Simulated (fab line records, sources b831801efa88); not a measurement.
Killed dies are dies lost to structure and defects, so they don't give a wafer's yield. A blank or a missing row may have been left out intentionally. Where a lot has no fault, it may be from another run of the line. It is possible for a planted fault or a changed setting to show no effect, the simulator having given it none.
What tool caused it?    flow gf180mcu    21 wafers from 7 lots sampled at 3 of the route's 602 steps

WHAT THE GAUGES READ, wafer by wafer
GF_M5_CD_MEAS_07 targets a cd of 280 nm.
lot   measured      on         cd-nm (nm)
L627  day 26 20:20  cd-sem-02  280.0 280.4 281.1
L629  day 27 14:18  cd-sem-01  280.2 278.7 279.7
L631  day 28 07:21  cd-sem-02  280.3 280.9 279.9
L634  day 29 06:20  cd-sem-01  279.7 279.2 281.0
L642  day 31 10:14  cd-sem-02  280.1 280.8 281.2
L646  day 32 06:21  cd-sem-02  279.0 278.4 277.8
L649  day 33 03:49  cd-sem-01  280.6 280.7 281.4

WHAT TOOL EACH LOT RAN ON (gives the tool, then ch and the chambers of the sampled wafers, and finally the start)
lot   GF_MIM_SPUTTER_01             GF_MIM_SPUTTER_07
L627  pvd-sputter-02, day 25 00:50  pvd-sputter-01, day 25 01:03
L629  pvd-sputter-01, day 25 20:41  pvd-sputter-03, day 25 20:53
L631  pvd-sputter-02, day 26 13:55  pvd-sputter-03, day 26 14:09
L634  pvd-sputter-01, day 27 14:28  pvd-sputter-02, day 27 14:40
L642  pvd-sputter-02, day 29 20:56  pvd-sputter-03, day 29 21:08
L646  pvd-sputter-02, day 30 18:57  pvd-sputter-03, day 30 19:10
L649  pvd-sputter-03, day 31 17:16  pvd-sputter-02, day 31 17:28
- GF_MIM_SPUTTER_01: material TiN, target thk 30 nm, time 25 s.
- GF_MIM_SPUTTER_07: material TiN, target thk 60 nm, time 50 s.

THE ANSWER, worked out from the rows above alone
Rule: usual is defined by the lots themselves. Put in order of their means at a reading, lots are off if they are a third of the lots or fewer, leave a main group of 4 or more, and stand apart from it by a gap of 3 or more times the standard deviation of the main group's means; of several such gaps the widest counts. A main group whose means are all the same, to the digits that the tables above print for the reading, isn't used. Also off: a lot with no number at a reading for which 4 or more lots have one. The other lots that the step has rows for count as sound.
Across all readings shown, no lot is off: no conclusion can be drawn from this.

WHAT HAD BEEN PUT IN BY THE SIMULATOR
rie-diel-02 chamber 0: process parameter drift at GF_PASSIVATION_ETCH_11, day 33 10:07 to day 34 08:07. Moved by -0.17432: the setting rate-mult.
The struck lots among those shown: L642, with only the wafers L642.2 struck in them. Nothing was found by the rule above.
